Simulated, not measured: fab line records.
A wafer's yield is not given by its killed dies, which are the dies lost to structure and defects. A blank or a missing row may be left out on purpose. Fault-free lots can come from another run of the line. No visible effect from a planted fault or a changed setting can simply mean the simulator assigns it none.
Problem report in the 8D (eight disciplines) form, filled by code / flow sfq line / the parts of the form that need people (team, actions taken, sign-off) are left out

1. WHAT IS WRONG
Wafers without a fault read 0.686 a.u., standard deviation 0.0051; oes product au at SFQ_TRILAYER_M3_BARC_OPEN_METAL_ETCH_100 reads a mean of 0.747 a.u. on 6 wafers belonging to 2 lots. That puts it +12 standard deviations away from the usual mean.
The step: etches BARC in O2, target depth 125 nm, time 41.7 s.
First observed at day 39 04:47: wafer L842.1, on rie metal-04. At this step, 18 wafers from 6 lots have a number in the record. Rule for "out" (also "out of limits"): further than 4 standard deviations from the usual mean. The other wafers with a number count as sound.

2. WHAT THIS IS AND IS NOT
question=which readings at this step | is=oes product au, run length s | is not=drypump motor current A
question=which lots | is=L842, L845 | is not=L834, L837, L846, L847
question=which wafers of those lots | is=all that have a number | is not=-
question=read on which tools | is=rie metal-04 | is not=rie metal-01, rie metal-03
question=when | is=from day 39 04:47 | is not=up to then (6 sound wafers); but 6 sound wafers of L846, L847 came after

3. WHAT RULES OUT EACH SUSPECT
Counting: any tool at a process step up to the reading is kept as a suspect provided that every lot that is out went through it and no sound lot did after the first of them.
- pvd sputter-03 at SFQ_TRILAYER_M3_DEP_SPUTTER_073 (material Nb, target thk 200 nm, time 133.3 s): ruled out as a lasting fault. Sound lots L846, L847 ran on it after its first lot that is out, L842 (day 32 20:47).
- rie metal-04 at SFQ_TRILAYER_M3_BARC_OPEN_METAL_ETCH_100 (etches BARC in O2, target depth 125 nm, time 41.7 s): kept. Every lot that is out went through it, starting with L842 (day 39 04:47), and after that it ran no sound lot; the last sound lot it ran before then is L837 (day 37 22:47). On those wafers its own readings are out: oes product au, run length s.
The count leaves rie metal-04 at SFQ_TRILAYER_M3_BARC_OPEN_METAL_ETCH_100.

4. THE CAUSE (what the simulator had put in)
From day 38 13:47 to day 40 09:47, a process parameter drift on rie metal-04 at SFQ_TRILAYER_M3_BARC_OPEN_METAL_ETCH_100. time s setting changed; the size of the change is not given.
After counting, this tool was the only one left.

5. THE CHAIN OF EFFECTS, in route order
Each row: a reading where the mean over the struck wafers with a number is more than 3 standard deviations away from the usual. Readings are gone through only where the record gives a usual standard deviation; hours: the median, over the lots, of the time from a lot's start at the first step in this table giving one to that lot's start at this step; sigmas: the change measured in usual standard deviations.
hours=0; step=SFQ_TRILAYER_M3_BARC_OPEN_METAL_ETCH_100; reading=oes product au; usual=0.686 a.u.; on struck wafers=0.747; change=+0.061; sigmas=+12
hours=0; step=SFQ_TRILAYER_M3_BARC_OPEN_METAL_ETCH_100; reading=run length s; usual=69.6 s; on struck wafers=65.4; change=-4.2; sigmas=-12
Its process steps:
- SFQ_TRILAYER_M3_BARC_OPEN_METAL_ETCH_100: etches BARC in O2, target depth 125 nm, time 41.7 s.

6. WHAT WOULD HAVE CAUGHT IT SOONER
15 hours passed between the start of the fault at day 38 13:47 and the first reading out of limits in this record, taken at day 39 04:47.
